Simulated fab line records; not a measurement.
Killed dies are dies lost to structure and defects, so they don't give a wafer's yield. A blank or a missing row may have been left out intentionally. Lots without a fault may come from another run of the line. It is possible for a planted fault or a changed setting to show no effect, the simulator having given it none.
One fault seen from 2 desks / flow sky130 / every desk sees just its own numbers, and what lay behind them comes last

## THE METROLOGY DESK
Means of the sampled wafers that have a number, per lot and without regard to the tool the lot ran on: this is what the gauges read. A lot is out of limits, marked OUT, if its mean lies more than 4 standard deviations from the usual mean; the brackets give that distance.
Columns: A = CAPM_TIN_THK at SKY_CAPM_THK_MEAS_04, usual 199 nm
lot=L712; first seen here=day 36 12:46; A=198
lot=L713; first seen here=day 36 14:34; A=196
lot=L715; first seen here=day 37 13:11; A=197
lot=L716; first seen here=day 37 22:08; A=199
lot=L718; first seen here=day 38 20:05; A=201
lot=L719; first seen here=day 38 20:45; A=200
lot=L720; first seen here=day 39 04:54; A=200
lot=L721; first seen here=day 39 18:21; A=201
lot=L722; first seen here=day 39 20:35; A=203
lot=L723; first seen here=day 40 05:55; A=197
lot=L728; first seen here=day 41 20:44; A=197
lot=L731; first seen here=day 42 03:52; A=199
lot=L730; first seen here=day 42 04:16; A=198
lot=L734; first seen here=day 42 23:31; A=200
Finding of this desk: none of the 14 lots has anything out of limits.

## AT THE TOOL OWNER'S DESK: rie-metal-04
The tool's own readings at SKY_METAL3_METAL_ETCH_18 (etches the open film in Cl2/BCl3, stops on SiO2, target depth 845 nm, time 183.1 s): means of the sampled wafers that have a number, for each lot that ran on this tool. A lot is out of limits, marked OUT, if its mean lies more than 4 standard deviations from the usual mean; the brackets give that distance.
Columns: A = drypump-motor-current-A at SKY_METAL3_METAL_ETCH_18, usual 5.9 A; B = oes-product-au at SKY_METAL3_METAL_ETCH_18, usual 0.865 a.u.; C = throttle-valve-pct at SKY_METAL3_METAL_ETCH_18, usual 22.264 %
lot=L719; first seen here=day 40 22:38; A=5.5; B=0.865; C=22.260
lot=L721; first seen here=day 41 18:19; A=6.0; B=0.868; C=22.262
lot=L723; first seen here=day 42 06:16; A=5.5; B=0.868; C=22.261
lot=L728; first seen here=day 43 19:49; A=6.0; B=0.856; C=22.264
lot=L731; first seen here=day 44 02:47; A=6.1; B=0.870; C=22.262
Finding of this desk: none of the 5 lots has anything out of limits.

## PUT TOGETHER
At the metrology desk, nothing out of limits was observed.
The desk of the tool owner found nothing out of limits.

## WHAT THE SIMULATOR HAD PUT IN
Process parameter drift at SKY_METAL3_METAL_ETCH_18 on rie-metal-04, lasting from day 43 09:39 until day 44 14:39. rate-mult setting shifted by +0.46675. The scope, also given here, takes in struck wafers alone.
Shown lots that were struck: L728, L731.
